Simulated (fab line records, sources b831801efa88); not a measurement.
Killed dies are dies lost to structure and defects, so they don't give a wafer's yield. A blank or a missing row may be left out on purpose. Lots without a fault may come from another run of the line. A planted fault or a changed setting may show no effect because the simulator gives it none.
fab line records | flow gf180mcu
record lots=12 wafers=36 last_day=34
route steps=602 shown DNWELL@40 VT_IMPLANT@120 CONTACT@309 M1@327
lots that met no fault: from a run of the same line without faults
start_h: hours from the record's first day to the start of the lot's first wafer shown | wait_h: hours since the lot's step before | " the same as in the row above | L1.1+2: a row that stands for several wafers | - no value, or no start given | * or withheld: withheld | < > ~ a bound
route shown NAME@n: a module of which the file shows steps, and the number in the route of the first | usual: mean/standard deviation of fault-free wafers | same: alike in all rows | chamber/n: place in a boat | sites: the reading at each site | _std_site: their standard deviation | _edge_site: outer sites' mean less inner sites' | radius_mm: how far each site lies from the wafer's centre | mask NAME#n: copy n | behind: the tool/chamber that last shaped the wafer | hold: why the lot was held/for how many hours/how that ended | device: the transistor (n, p or np) that didn't switch | end of line: the same wafers' tests at the end of the route | a step without rows: its recipe alone | killed: dies lost to structure and defects at the first sort, not the wafer's yield | map: a wafer's dies, x killed, . not, _ none there
set.NAME: the setting as run; set.NAME@STEP: as run at that earlier step | model.NAME: the simulator's own value behind a step, which no gauge read
steps of the route over a sample of lots; a table a step, a row a wafer
services: from which hour (start_h, from the record's first day; less than 0 if before it) a tool's chamber was out of use, for how many hours, and why
## steps
# step GF_DNWELL_STRIP_08
# recipe chemistry=O2/N2 power_w=1400 pressure_mtorr=1500 platen_temp_c=250 o2_flow_sccm=3000 n2_flow_sccm=300 overash_fraction=0.5
# usual drypump_motor_current_A=5.6/0.48 heater_power_w=327/23 oes_product_au=0.722/0.0045 strip_time_to_endpoint_s=36.90/0.12
# columns lot.wafer tool chamber start_h wait_h drypump_motor_current_A heater_power_w oes_product_au rf_hours_counter_h strip_time_to_endpoint_s
L822.2 plasma_asher-03 0 41.61 0.1 5.1 338 0.726 37 37.07
L822.3 " 1 " " 6.1 341 0.723 - 37.05
L822.4 " 0 " " 5.1 332 0.726 - 37.06
L823.3 plasma_asher-01 0 49.04 0.1 5.6 312 0.722 - 36.70
L823.5 " 0 " " 5.7 308 0.725 - 36.72
L823.6 " 1 " " 5.0 345 0.725 - 36.72
L824.2 plasma_asher-03 1 53.62 0.1 6.2 346 0.717 38 36.83
L824.3 " 0 " " 5.0 330 0.727 - 36.86
L824.4 " 1 " " 6.2 345 0.720 - 36.82
L825.3 plasma_asher-04 0 59.16 0.1 5.6 355 0.729 - 37.00
L825.4 " 1 " " 6.2 281 0.724 - 36.89
L825.6 " 0 " " 5.6 340 0.716 - 37.01
L828.1 plasma_asher-03 1 73.61 0.1 6.1 338 0.723 40 36.94
L828.2 " 0 " " 5.1 337 0.732 40 36.89
L828.3 " 1 " " 6.1 361 0.724 - 36.98
L833.3 plasma_asher-01 1 104.24 0.1 5.0 343 0.718 - 36.93
L833.5 " 0 " " 5.6 301 0.723 - 36.88
L833.6 " 1 " " 5.0 343 0.729 - 36.88
L834.1 plasma_asher-04 0 108.40 0.1 5.6 355 0.726 45 36.78
L834.2 " 1 " " 6.2 285 0.718 45 36.82
L834.5 " 1 " " 6.2 285 0.720 - 36.67
L840.1 plasma_asher-04 0 140.36 0.1 5.7 346 0.723 49 36.76
L840.3 " 1 " " 6.2 291 0.718 - 36.77
L840.4 " 0 " " 5.6 352 0.725 - 36.74
L842.1 plasma_asher-01 1 153.52 0.1 5.0 339 0.716 38 36.85
L842.2 " 0 " " 5.6 300 0.720 38 37.04
L842.6 " 1 " " 5.0 345 0.719 - 36.79
L843.1 plasma_asher-01 0 166.11 0.1 5.6 297 0.716 40 37.15
L843.2 " 1 " " 5.0 338 0.725 40 37.11
L843.3 " 0 " " 5.6 307 0.722 - 37.12
L844.1 plasma_asher-03 1 166.46 0.1 6.1 343 0.723 5 36.97
L844.2 " 0 " " 5.0 321 0.714 5 36.98
L844.4 " 0 " " 5.0 329 0.729 - 37.02
L845.1 plasma_asher-04 1 176.61 0.1 6.2 289 0.728 52 36.97
L845.3 " 0 " " 5.6 346 0.722 - 36.90
L845.4 " 1 " " 6.2 292 0.725 - 36.74
# step GF_VT_IMPLANT_IMPLANT_30
# recipe species=B energy_kev=25 dose_cm2=2.534e+12 tilt_deg=7
# usual beam_energy_keV=25.000/0.0086 dose_ions_cm2=2.5346e+12/2.6e+09 faraday_current_uA=14.30/0.29
# columns lot.wafer tool chamber start_h wait_h beam_energy_keV dose_ions_cm2 faraday_current_uA
L822.2 implanter-03 0 139.29 0.0 25.015 2.532e+12 14.30
L822.3 " 0 " " 25.032 2.5344e+12 14.24
L822.4 " 0 " " 25.002 2.5345e+12 14.15
L823.3 implanter-03 0 148.64 0.1 24.997 2.5325e+12 14.54
L823.5 " 0 " " 25.005 2.5335e+12 14.01
L823.6 " 0 " " 24.995 2.5377e+12 14.00
L824.2 implanter-03 0 152.62 0.0 25.001 2.5381e+12 13.83
L824.3 " 0 " " 24.998 2.5331e+12 14.79
L824.4 " 0 " " 25.004 2.5341e+12 13.99
L825.3 implanter-04 0 157.79 0.1 25.009 2.5326e+12 14.60
L825.4 " 0 " " 24.997 2.5347e+12 14.54
L825.6 " 0 " " 25.006 2.5373e+12 13.77
L828.1 implanter-03 0 174.31 0.0 24.984 2.5342e+12 13.93
L828.2 " 0 " " 24.993 2.5314e+12 14.60
L828.3 " 0 " " 25.000 2.5368e+12 14.10
L833.3 implanter-03 0 212.96 0.1 25.005 1.8357e+12 10.55
L833.5 " 0 " " 25.001 1.8342e+12 10.12
L833.6 " 0 " " 25.004 1.8366e+12 10.30
L834.1 implanter-03 0 218.11 0.0 25.013 1.8354e+12 9.98
L834.2 " 0 " " 24.989 1.8327e+12 10.19
L834.5 " 0 " " 25.002 1.8369e+12 10.30
L840.1 implanter-02 0 258.59 0.0 25.012 2.5322e+12 14.21
L840.3 " 0 " " 24.988 2.5349e+12 14.21
L840.4 " 0 " " 24.996 2.5384e+12 14.06
L842.1 implanter-04 0 276.21 0.0 25.001 2.5366e+12 14.72
L842.2 " 0 " " 25.000 2.5369e+12 13.94
L842.6 " 0 " " 24.995 2.5351e+12 14.33
L843.1 implanter-03 0 292.03 0.0 25.011 2.5331e+12 14.54
L843.2 " 0 " " 25.007 2.5337e+12 14.20
L843.3 " 0 " " 25.006 2.5315e+12 14.23
L844.1 implanter-04 0 293.42 0.0 25.006 2.5343e+12 13.66
L844.2 " 0 " " 24.990 2.5327e+12 14.39
L844.4 " 0 " " 25.012 2.5375e+12 13.95
L845.1 implanter-03 0 306.65 0.0 25.006 2.5353e+12 14.23
L845.3 " 0 " " 25.008 2.5404e+12 14.17
L845.4 " 0 " " 25.008 2.5357e+12 14.80
# step GF_VT_IMPLANT_TW_MEAS_32
# usual VT_IMPLANT_3_TW=269.8/1.8
# columns lot.wafer tool chamber start_h wait_h VT_IMPLANT_3_TW
L822.2 film_metro-03 - 139.52 0.1 271.2
L822.3 " - " " 271.5
L822.4 " - " " 271.7
L823.3 film_metro-01 - 148.86 0.1 267.9
L823.5 " - " " 268.7
L823.6 " - " " 269.9
L824.2 film_metro-04 - 152.85 0.1 270.1
L824.3 " - " " 271.4
L824.4 " - " " 270.6
L825.3 film_metro-03 - 158.01 0.1 274.3
L825.4 " - " " 272.3
L825.6 " - " " 273.9
L828.1 film_metro-04 - 174.56 0.1 268.7
L828.2 " - " " 268.9
L828.3 " - " " 271.0
L833.3 film_metro-03 - 213.18 0.1 246.9
L833.5 " - " " 246.6
L833.6 " - " " 245.3
L834.1 film_metro-04 - 218.36 0.1 243.9
L834.2 " - " " 246.5
L834.5 " - " " 246.3
L840.1 film_metro-01 - 258.84 0.1 270.5
L840.3 " - " " 270.6
L840.4 " - " " 271.7
L842.1 film_metro-03 - 276.46 0.1 273.4
L842.2 " - " " 273.7
L842.6 " - " " 273.1
L843.1 film_metro-04 - 292.28 0.1 267.5
L843.2 " - " " 266.1
L843.3 " - " " 266.4
L844.1 film_metro-04 - 293.67 0.1 266.4
L844.2 " - " " 267.0
L844.4 " - " " 266.0
L845.1 film_metro-01 - 306.90 0.1 268.0
L845.3 " - " " 268.6
L845.4 " - " " 268.6
# step GF_CONTACT_SPUTTER_22
# recipe material=Ti target_thk_nm=15 chamber_pressure_pa=5 power_w=2500 substrate_temp_c=200 time_s=80.02
# usual throttle_valve_pct=29.8/1
# columns lot.wafer tool chamber start_h wait_h throttle_valve_pct
L822.2 pvd_sputter-01 - 362.11 0.0 31.0
L822.3 " - " " 29.4
L822.4 " - " " 29.4
L823.3 pvd_sputter-04 - 372.58 0.0 30.0
L823.5 " - " " 29.9
L823.6 " - " " 29.7
L824.2 pvd_sputter-03 - 377.67 0.0 31.5
L824.3 " - " " 31.6
L824.4 " - " " 29.4
L825.3 pvd_sputter-04 - 386.92 0.0 28.4
L825.4 " - " " 29.8
L825.6 " - " " 29.7
L828.1 pvd_sputter-01 - 410.48 0.0 29.4
L828.2 " - " " 30.8
L828.3 " - " " 29.4
L833.3 pvd_sputter-01 - 459.08 0.0 29.5
L833.5 " - " " 29.4
L833.6 " - " " 29.0
L834.1 pvd_sputter-03 - 472.26 0.0 31.5
L834.2 " - " " 29.2
L834.5 " - " " 31.3
L840.1 pvd_sputter-04 - 517.17 0.0 28.6
L840.3 " - " " 29.7
L840.4 " - " " 28.8
L842.1 pvd_sputter-03 - 537.96 0.0 28.4
L842.2 " - " " 31.8
L842.6 " - " " 28.5
L843.1 pvd_sputter-03 - 559.49 0.0 29.5
L843.2 " - " " 28.3
L843.3 " - " " 31.4
L844.1 pvd_sputter-01 - 561.11 0.0 29.2
L844.2 " - " " 29.4
L844.4 " - " " 30.6
L845.1 pvd_sputter-04 - 574.38 0.0 29.7
L845.3 " - " " 28.6
L845.4 " - " " 28.8
# step GF_M1_PEB_12
# recipe peb_temp_c=135 peb_time_s=92.22 resist=KrF
# usual plate_sensor_t_centre_C=136.13/0.011 plate_sensor_t_edge_C=136.29/0.0096
# columns lot.wafer tool chamber start_h wait_h plate_sensor_t_centre_C plate_sensor_t_edge_C
L822.2 litho_track-02 0 - - 136.12 136.28
L822.3 " 0 " " 136.14 136.29
L822.4 " 0 " " 136.12 136.3
L823.3 litho_track-02 0 - - 136.12 136.29
L823.5 " 0 " " 136.14 136.3
L823.6 " 0 " " 136.11 136.29
L824.2 litho_track-01 0 - - 136.13 136.3
L824.3 " 0 " " 136.14 136.3
L824.4 " 0 " " 136.13 136.29
L825.3 litho_track-02 0 - - 136.12 136.3
L825.4 " 0 " " 136.12 136.29
L825.6 " 0 " " 136.12 136.3
L828.1 litho_track-01 0 - - 136.13 136.29
L828.2 " 0 " " 136.12 136.31
L828.3 " 0 " " 136.12 136.28
L833.3 litho_track-01 0 - - 136.14 136.29
L833.5 " 0 " " 136.14 136.29
L833.6 " 0 " " 136.12 136.28
L834.1 litho_track-03 0 - - 136.13 136.3
L834.2 " 0 " " 136.13 136.29
L834.5 " 0 " " 136.12 136.29
L840.1 litho_track-03 0 - - 136.12 136.28
L840.3 " 0 " " 136.12 136.28
L840.4 " 0 " " 136.13 136.29
L842.1 litho_track-02 0 - - 136.15 136.29
L842.2 " 0 " " 136.13 136.28
L842.6 " 0 " " 136.13 136.29
L843.1 litho_track-02 0 - - 136.13 136.31
L843.2 " 0 " " 136.12 136.31
L843.3 " 0 " " 136.12 136.3
L844.1 litho_track-01 0 - - 136.13 136.31
L844.2 " 0 " " 136.13 136.29
L844.4 " 0 " " 136.13 136.3
L845.1 litho_track-03 0 - - 136.13 136.3
L845.3 " 0 " " 136.13 136.3
L845.4 " 0 " " 136.12 136.3
## services
# columns tool chamber start_h hours kind
implanter-03 - 37.46 3.3 pm
pvd_sputter-03 - 79.60 0.6 repair
pvd_sputter-03 - 90.53 0.9 repair
pvd_sputter-04 - 107.64 4.1 repair
plasma_asher-01 - 108.01 2.8 pm
plasma_asher-03 - 108.75 9.0 pm
implanter-03 - 145.82 1.8 repair
implanter-03 - 204.33 1.4 repair
pvd_sputter-03 - 204.93 8.2 repair
pvd_sputter-03 - 222.05 0.8 repair
pvd_sputter-04 - 222.41 2.7 repair
pvd_sputter-03 - 233.07 9.8 repair
plasma_asher-03 - 269.81 0.5 repair
implanter-03 - 271.68 0.8 repair
pvd_sputter-03 - 320.39 3.4 repair
pvd_sputter-04 - 359.09 1.0 repair
pvd_sputter-03 - 378.91 4.7 repair
pvd_sputter-04 - 413.29 8.1 repair
plasma_asher-01 - 440.60 0.4 repair
implanter-03 - 518.71 22.6 repair
pvd_sputter-01 - 534.14 18.9 repair
pvd_sputter-04 - 535.79 6.6 repair
implanter-03 - 541.33 5.3 pm
implanter-03 - 558.78 5.3 pm
## key
first_sign step=GF_VT_IMPLANT_IMPLANT_30 reading=dose_ions_cm2 direction=down sigmas=99+ usual=2.5346e+12 struck=1.8352e+12
effect step=GF_VT_IMPLANT_IMPLANT_30 reading=faraday_current_uA direction=down sigmas=14 usual=14.30 struck=10.24
effect step=GF_VT_IMPLANT_TW_MEAS_32 reading=VT_IMPLANT_3_TW direction=down sigmas=13 usual=269.8 struck=245.9
met_at GF_VT_IMPLANT_IMPLANT_30
struck_lots L833,L834
tester_left_out L833,L834
not_acting_at GF_DNWELL_STRIP_08,GF_CONTACT_SPUTTER_22,GF_M1_PEB_12
onset_between 174.31 212.96
fault kind=process_parameter_drift tool=implanter-03 chamber=- onset_h=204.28 steps=GF_VT_IMPLANT_IMPLANT_30 channel=dose_cm2 offset=-6.9811e+11 shape=step end_h=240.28 acts_in=these_recipes_only stated=2.534e+12
# tester_left_out: of these lots the tester's yield and bins aren't shown, on N5 and GAA mostly nor the transistor test; their killed dies are dies lost to structure and defects alone, not to doping, threshold or leakage, so they don't give the yield
